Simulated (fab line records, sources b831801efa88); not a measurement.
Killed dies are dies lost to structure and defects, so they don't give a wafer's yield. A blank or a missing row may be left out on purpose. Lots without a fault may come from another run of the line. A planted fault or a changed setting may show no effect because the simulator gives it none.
A struck lot beside a sound one | flow sky130 | 22 steps out of a route of 708
Sound: wafers L795.2, L795.3, L795.4. Struck: wafers L801.1, L801.3, L801.4. The cause comes at the end.
At each step with rows: each side's tool, then ch and its chambers, then its first start. Under that, the readings that differ: sound wafers | struck wafers | difference of the means | sigmas: that difference in standard deviations of wafers without a fault.
alike: readings whose means differ by less than 2 such deviations, and words and numbers that are the same on both sides. not compared: withheld readings, readings that some wafer has no value for, bounds like >300 that may hide the same value, and numbers for which the record gives no deviation and whose values overlap.
The two part at a step that has a row with sigmas, a row that says differs or no value, or rows on one side only. Numbers that don't overlap but have no deviation are shown without sigmas and don't part them. A reading that every wafer of one side lacks parts them only if that side has two wafers or more.

first, 1 step without rows for these wafers: SKY_LI_CONTACT_PRE_CLEAN_18 (time 5.6 s).
SKY_LI_CONTACT_SPUTTER_19: material Ti, target thk 20 nm, time 106.37 s.
  sound on pvd_sputter-03, day 33 08:36; struck on pvd_sputter-02, day 34 18:41
  alike: throttle_valve_pct
SKY_LI_CONTACT_SPUTTER_20: material TiN, target thk 20 nm, time 80 s.
  sound on pvd_sputter-03, day 33 08:41; struck on pvd_sputter-02, day 34 18:46
  alike: throttle_valve_pct
then, 1 step without rows for these wafers: SKY_LI_CONTACT_CVD_21 (deposits W, target thk 400 nm, time 120.56 s).
SKY_LI_CONTACT_RS_MEAS_22: measures by four-point-probe.
  sound on film_metro-04, day 33 08:53; struck on film_metro-01, day 34 18:57
  alike: LI_CONTACT_W_RS
SKY_LI_CONTACT_THK_MEAS_23: measures by xrf.
  sound on film_metro-04, day 33 08:59; struck on film_metro-01, day 34 19:04
  alike: LI_CONTACT_W_THK
SKY_LI_CONTACT_CMP_24: polishes, stops on PSG, t overpolish 20 s, target thk 0 nm.
  sound on cmp-02 ch 1,2,3, day 33 09:02; struck on cmp-02 ch 0,2,3, day 34 19:08
  alike: motor_current_A, overpolish_run_s, time_to_endpoint_s
SKY_LOCAL_INTERCONNECT_SPUTTER_00: material TiN, target thk 100 nm, time 83.3 s.
  sound on pvd_sputter-04, day 33 09:20; struck on pvd_sputter-04, day 34 19:26
  alike: throttle_valve_pct
SKY_LOCAL_INTERCONNECT_RS_MEAS_01: measures by four-point-probe.
  sound on film_metro-02, day 33 09:26; struck on film_metro-04, day 34 19:30
  alike: LOCAL_INTERCONNECT_TIN_RS
SKY_LOCAL_INTERCONNECT_THK_MEAS_02: measures by xrf.
  sound on film_metro-02, day 33 09:32; struck on film_metro-04, day 34 19:37
  alike: LOCAL_INTERCONNECT_TIN_THK
then, 2 steps without rows for these wafers: SKY_LOCAL_INTERCONNECT_DEHYDRATE_03 (time 60 s); SKY_LOCAL_INTERCONNECT_HMDS_04 (prime time 60 s).
SKY_LOCAL_INTERCONNECT_COAT_05: resist thk 60 nm.
  sound on litho_track-03 ch 0, day 33 22:44; struck on litho_track-03 ch 0, day 35 06:28
  reading              | sound                | struck               | difference | sigmas
  spin_speed_rpm (rpm) | 3002.7 3004.2 2999.8 | 2678.3 2679.2 2681.1 | -322.7     | -99 or more
then, 5 steps without rows for these wafers: SKY_LOCAL_INTERCONNECT_COAT_06 (resist thk 450 nm); SKY_LOCAL_INTERCONNECT_SOFTBAKE_07 (time 90 s); SKY_LOCAL_INTERCONNECT_EXPOSE_08 (exposes mask LI1M, target cd 170 nm); SKY_LOCAL_INTERCONNECT_PEB_09; SKY_LOCAL_INTERCONNECT_DEVELOP_10 (develop time 60 s).
SKY_LOCAL_INTERCONNECT_CD_MEAS_11: target cd 170 nm.
  sound on cd_sem-01, day 34 12:32; struck on cd_sem-01, day 35 19:53
  alike: cd_nm
SKY_LOCAL_INTERCONNECT_OVL_MEAS_12:
  sound on overlay-02, day 34 12:38; struck on overlay-02, day 35 20:00
  alike: LOCAL_INTERCONNECT_OVL
SKY_LOCAL_INTERCONNECT_ETCH_13: etches BARC in N2/H2, stops on SiO2, time 45.9 s, target depth 60 nm.
  sound on rie_metal-04 ch 0,1, day 34 12:40; struck on rie_metal-04 ch 0,1, day 35 20:02
  reading                  | sound             | struck            | difference | sigmas
  oes_product_au (a.u.)    | 0.856 0.853 0.857 | 0.880 0.872 0.882 | +0.023     | +5
  model.etch.depth_nm (nm) | 60.09 60.09 60.07 | 63.56 63.5 63.49  | +3.43      |
  alike: drypump_motor_current_A, rf_fwd_power_W, throttle_valve_pct
  not compared: rf_hours_counter_h
SKY_LOCAL_INTERCONNECT_METAL_ETCH_14: etches TiN in Cl2/BCl3, stops on PSG, target depth 110 nm, time 31.4 s.
  sound on rie_metal-04 ch 0,1, day 34 12:44; struck on rie_metal-04 ch 0,1, day 35 20:06
  alike: drypump_motor_current_A, oes_product_au, rf_fwd_power_W, throttle_valve_pct
  not compared: rf_hours_counter_h

WHERE THEY PART
First at SKY_LOCAL_INTERCONNECT_COAT_05; last, within this record, at SKY_LOCAL_INTERCONNECT_ETCH_13. Later steps at which nothing parts them and some readings are alike: SKY_LOCAL_INTERCONNECT_METAL_ETCH_14.

WHY: what the simulator had put in
Process parameter drift: litho_track-03, from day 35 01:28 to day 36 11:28, at SKY_LOCAL_INTERCONNECT_COAT_05. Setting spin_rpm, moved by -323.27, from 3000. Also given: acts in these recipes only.
